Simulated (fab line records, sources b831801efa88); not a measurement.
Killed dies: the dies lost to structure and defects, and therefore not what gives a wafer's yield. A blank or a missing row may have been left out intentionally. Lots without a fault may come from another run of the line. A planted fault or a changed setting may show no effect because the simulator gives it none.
Which tool did it? | flow gf180mcu | 42 wafers from 14 lots sampled at 3 of the route's 602 steps

## WHAT EACH GAUGE READ, for each wafer
GF_STI_THK_MEAS_04. Usual: STI_CVD_03_THK gives 205.7 nm (standard deviation 1.7).
lot  | measured    | on           | STI_CVD_03_THK (nm) | flag
L716 | day 1 13:35 | filmMetro-04 | 205.2 205.2 205.5   | 
L717 | day 1 18:46 | filmMetro-02 | 206.1 206.2 205.5   | 
L718 | day 1 23:35 | filmMetro-02 | 209.7 209.0 207.5   | 
L721 | day 2 15:28 | filmMetro-03 | 207.5 205.9 206.1   | 
L722 | day 2 21:20 | filmMetro-03 | 203.2 204.8 204.7   | 
L729 | day 4 08:11 | filmMetro-04 | 206.3 203.1 204.5   | 
L730 | day 4 13:22 | filmMetro-02 | 205.9 207.3 208.5   | 
L731 | day 4 17:35 | filmMetro-04 | 204.6 205.4 204.0   | 
L732 | day 4 21:34 | filmMetro-03 | 206.0 206.2 207.4   | 
L733 | day 5 05:04 | filmMetro-03 | 204.0 204.1 206.1   | 
L734 | day 5 07:34 | filmMetro-04 | 205.2 204.7 206.1   | 
L736 | day 5 17:34 | filmMetro-02 | 205.1 206.7 203.9   | 
L738 | day 6 08:23 | filmMetro-02 | 204.0 203.6 203.7   | 
L739 | day 6 14:58 | filmMetro-04 | 207.6 206.7 207.5   | 

GF_DNWELL_TW_MEAS_09. Usual: DNWELL_TW gives 1346 (standard deviation 15).
lot  | measured    | on           | DNWELL_TW      | flag
L716 | day 2 18:14 | filmMetro-02 | 1326 1328 1333 | 
L717 | day 2 23:01 | filmMetro-02 | 1324 1332 1334 | 
L718 | day 3 07:44 | filmMetro-01 | 1358 1356 1355 | 
L729 | day 5 17:10 | filmMetro-02 | 1326 1329 1336 | 
L730 | day 6 00:04 | filmMetro-01 | 1342 1342 1347 | 
L731 | day 6 03:22 | filmMetro-01 | 1356 1358 1353 | 
L732 | day 6 07:03 | filmMetro-02 | 1320 1325 1325 | 
L733 | day 7 00:14 | filmMetro-02 | 1331 1325 1324 | 
L734 | day 6 23:52 | filmMetro-03 | 1370 1365 1366 | 
L736 | day 7 05:43 | filmMetro-02 | 1324 1326 1330 | 
L738 | day 7 18:52 | filmMetro-03 | 1363 1358 1360 | 
L739 | day 8 02:40 | filmMetro-03 | 1358 1360 1348 | 

## TOOL THAT RAN EACH LOT (tool first, then ch and the chambers of the sampled wafers, then the start)
lot  | GF_STI_WET_ETCH_28
L716 | wetBench-03 ch 3, day 2 04:43
L717 | wetBench-03 ch 3, day 2 08:55
L718 | wetBench-04 ch 0, day 2 15:16
L721 | wetBench-04 ch 2, day 3 07:20
L722 | wetBench-02 ch 1, day 3 12:25
L729 | wetBench-02 ch 2, day 5 00:02
L730 | wetBench-02 ch 2, day 5 07:41
L731 | wetBench-04 ch 3, day 5 11:18
L732 | wetBench-02 ch 3, day 5 14:51
L733 | wetBench-04 ch 0, day 6 01:46
L734 | wetBench-02 ch 0, day 6 01:57
L736 | wetBench-02 ch 1, day 6 12:55
L738 | wetBench-04 ch 2, day 7 01:53
L739 | wetBench-04 ch 0, day 7 09:47
- GF_STI_WET_ETCH_28: etches SiO2 in dHF, target depth 20 nm, time 40 s.

## AS READ BY THE TOOLS THEMSELVES (means over the sampled wafers that have a number; for cases with no such wafer, the mark the record gives instead)
GF_STI_WET_ETCH_28. Usual: bathHeatDutyPct 6.1 %, standard deviation 1; runLengthS 68.0 s, standard deviation 2.8.
lot  | tool        | bathHeatDutyPct (%) | runLengthS (s) | flag
L716 | wetBench-03 | 5.2                 | 66.1           | 
L717 | wetBench-03 | 5.7                 | 67.0           | 
L718 | wetBench-04 | 5.6                 | 73.5           | 
L721 | wetBench-04 | -                   | -              | OFF
L722 | wetBench-02 | -                   | -              | OFF
L729 | wetBench-02 | 7.4                 | 66.9           | 
L730 | wetBench-02 | 7.7                 | 72.8           | 
L731 | wetBench-04 | 6.3                 | 66.3           | 
L732 | wetBench-02 | 7.5                 | 72.0           | 
L733 | wetBench-04 | 5.9                 | 66.2           | 
L734 | wetBench-02 | 6.8                 | 66.8           | 
L736 | wetBench-02 | 6.3                 | 66.9           | 
L738 | wetBench-04 | 5.0                 | 66.3           | 
L739 | wetBench-04 | 4.9                 | 66.6           | 

## THE ANSWER, worked out from the rows above alone
Rule: a lot counts as off when the mean over its wafers that have a number is more than 3 standard deviations away from the usual mean. A lot without any number at a reading at which 4 lots or more have one is off too. Where the step has rows for the other lots, those lots are counted as sound. Order of review: gauges by route order, followed by the tools' own readings, for which a lot's mean as printed above is used. The first step at which some lot is off is used, and at that step the reading that is off furthest; a lot without a number counts as furthest.
Off: L721, L722, at GF_STI_WET_ETCH_28 (bathHeatDutyPct). Without a number there: L721, L722.
A tool fits if, at that step or a process step before it, it ran every lot that is off, and no sound lot after the first of them. None of those tried fits.

## WHAT THE SIMULATOR PUT IN
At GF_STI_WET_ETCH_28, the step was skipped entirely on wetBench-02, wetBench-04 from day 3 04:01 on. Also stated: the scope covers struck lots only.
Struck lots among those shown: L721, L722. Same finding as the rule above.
